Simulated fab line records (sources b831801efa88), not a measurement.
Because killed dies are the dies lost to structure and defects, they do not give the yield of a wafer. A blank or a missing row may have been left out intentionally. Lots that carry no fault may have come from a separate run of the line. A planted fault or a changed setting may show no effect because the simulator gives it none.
Which tool did it?    flow gf180mcu    Sampling: 14 lots, 38 wafers, 5 of 602 route steps

## WHAT THE GAUGES READ, wafer by wafer
GF_M1_CD_MEAS_14: target cd 230 nm. Usual: 230.1 nm for cd nm, sd 1.
lot   measured      on         cd nm (nm)         flag
L882  day 17 15:50  cd sem-01  229.8 229.1 228.8  
L883  day 17 19:29  cd sem-02  228.8 229.1 227.9  
L884  day 18 07:40  cd sem-02  229.5 230.7 230.1  
L885  day 19 00:48  cd sem-01  229.6 230.1 229.7  
L887  day 19 15:37  cd sem-01  229.4 229.6 228.8  
L888  day 19 20:14  cd sem-01  230.1 230.2 230.6  
L890  day 20 08:50  cd sem-01  229.7 228.9 228.9  
L892  day 21 18:03  cd sem-01  231.1 231.2 232.2  
L893  day 21 19:47  cd sem-01  231.2 230.1 230.5  
L895  day 22 14:37  cd sem-01  228.1 228.7 228.3  
L897  day 23 08:47  cd sem-01  230.5 229.7 230.1  
L900  day 24 00:57  cd sem-01  229.3              
L901  day 24 10:03  cd sem-02  229.4              
L904  day 25 10:22  cd sem-01  231.3 231.3 230.6  

GF_M1_OVL_MEAS_15. Usual: M1_OVL gives 1 nm (standard deviation 5.7).
lot   measured      on          M1_OVL (nm)  flag
L882  day 17 15:58  overlay-01  16 11 7      
L883  day 17 19:36  overlay-01  6 4 0        
L884  day 18 07:46  overlay-02  -8 1 3       
L885  day 19 00:53  overlay-01  -1 -9 1      
L887  day 19 15:44  overlay-02  -5 -5 -6     
L888  day 19 20:19  overlay-01  1 8 -2       
L890  day 20 08:58  overlay-02  -8 -1 -3     
L892  day 21 18:10  overlay-02  1 -1 -7      
L893  day 21 19:53  overlay-02  4 -7 8       
L895  day 22 14:43  overlay-01  10 8 -4      
L897  day 23 08:52  overlay-01  3 6 0        
L900  day 24 01:02  overlay-01  0            
L901  day 24 10:08  overlay-02  3            
L904  day 25 10:29  overlay-01  -1 -2 2      

GF_V1_THK_MEAS_03. Usual: V1_CVD_02_THK gives 853 nm (standard deviation 12).
lot   measured      on             V1_CVD_02_THK (nm)  flag
L882  day 17 16:51  film metro-04  840 843 855         
L883  day 17 20:29  film metro-01  857 843 862         
L884  day 18 08:40  film metro-04  845 833 835         
L885  day 19 01:49  film metro-03  862 855 860         
L887  day 19 16:58  film metro-01  848 862 865         
L888  day 19 21:36  film metro-01  842 853 879         
L890  day 20 09:57  film metro-01  869 835 858         
L892  day 21 19:05  film metro-01  840 877 859         
L893  day 21 20:50  film metro-03  830 855 856         
L895  day 22 15:36  film metro-04  836 847 865         
L897  day 23 09:53  film metro-04  858 880 876         
L900  day 24 01:59  film metro-03  744                 OFF
L901  day 24 11:02  film metro-01  752                 OFF
L904  day 25 11:22  film metro-04  858 864 850         

GF_V1_BOW_MEAS_05. Usual: V1_BOW gives 84 um (standard deviation 7.3).
lot   measured      on             V1_BOW (um)  flag
L882  day 17 17:13  film metro-03  87 76 70     
L883  day 17 20:51  film metro-03  80 81 93     
L884  day 18 09:17  film metro-01  77 85 88     
L885  day 19 02:16  film metro-03  85 88 99     
L887  day 19 17:20  film metro-03  83 92 85     
L888  day 19 21:59  film metro-03  83 82 73     
L890  day 20 10:19  film metro-01  87 86 98     
L892  day 21 19:27  film metro-04  96 96 72     
L893  day 21 21:13  film metro-03  86 82 82     
L895  day 22 15:58  film metro-03  78 76 78     
L897  day 23 10:16  film metro-04  81 80 91     
L900  day 24 02:22  film metro-03  90           
L901  day 24 11:25  film metro-04  80           
L904  day 25 11:44  film metro-03  83 93 87     

## WHAT TOOL EACH LOT RAN ON (gives the tool, then ch and the chambers of the sampled wafers, and finally the start)
lot   GF_V1_CVD_02
L882  pecvd-04 ch 0,1, day 17 16:47
L883  pecvd-04 ch 0,2, day 17 20:25
L884  pecvd-01 ch 0,1, day 18 08:35
L885  pecvd-01 ch 1,2, day 19 01:43
L887  pecvd-01 ch 1,2, day 19 16:52
L888  pecvd-01 ch 0,1, day 19 21:31
L890  pecvd-02 ch 0,1, day 20 09:53
L892  pecvd-01 ch 0,1,2, day 21 19:01
L893  pecvd-04 ch 0,1,2, day 21 20:45
L895  pecvd-01 ch 0,1, day 22 15:31
L897  pecvd-02 ch 1,2, day 23 09:47
L900  pecvd-01 ch 1, day 24 01:55
L901  pecvd-01 ch 1, day 24 10:58
L904  pecvd-04 ch 0,2, day 25 11:17
- GF_V1_CVD_02: deposits SiO2 from TEOS, target thk 850 nm, time 94.851 s.

## AS READ BY THE TOOLS THEMSELVES (means over the sampled wafers that have a number; for cases with no such wafer, the mark the record gives instead)
GF_V1_CVD_02. Usual: 661 W for heater power w, sd 74.
lot   tool      heater power w (W)  flag
L882  pecvd-04  604                 
L883  pecvd-04  668                 
L884  pecvd-01  617                 
L885  pecvd-01  693                 
L887  pecvd-01  697                 
L888  pecvd-01  652                 
L890  pecvd-02  703                 
L892  pecvd-01  641                 
L893  pecvd-04  650                 
L895  pecvd-01  626                 
L897  pecvd-02  735                 
L900  pecvd-01  712                 
L901  pecvd-01  737                 
L904  pecvd-04  613                 

## THE ANSWER, worked out from the rows above alone
Rule: a lot counts as off when the mean over its wafers that have a number is more than 3 standard deviations away from the usual mean. A lot without any number at a reading at which 4 lots or more have one is off too. The other lots that the step has rows for count as sound. The gauges are gone through in route order, then the tools' own readings, and for those a lot's mean is taken as printed above. At the first step where some lot is off, the reading lying furthest off is the one used; lots without a number count as furthest.
Off: L900, L901, seen at GF_V1_THK_MEAS_03 (V1_CVD_02_THK).
A tool fits if, at a process step before that reading, it ran every lot that is off, and no sound lot after the first of them. The gauges at GF_V1_THK_MEAS_03 are tried like those tools. One candidate fits, namely pecvd-01 at GF_V1_CVD_02. Its last sound lot is L895 (day 22 15:31), its first lot that is off L900 (day 24 01:55): a fault that began between those two fits.

## WHAT THE SIMULATOR HAD INSERTED
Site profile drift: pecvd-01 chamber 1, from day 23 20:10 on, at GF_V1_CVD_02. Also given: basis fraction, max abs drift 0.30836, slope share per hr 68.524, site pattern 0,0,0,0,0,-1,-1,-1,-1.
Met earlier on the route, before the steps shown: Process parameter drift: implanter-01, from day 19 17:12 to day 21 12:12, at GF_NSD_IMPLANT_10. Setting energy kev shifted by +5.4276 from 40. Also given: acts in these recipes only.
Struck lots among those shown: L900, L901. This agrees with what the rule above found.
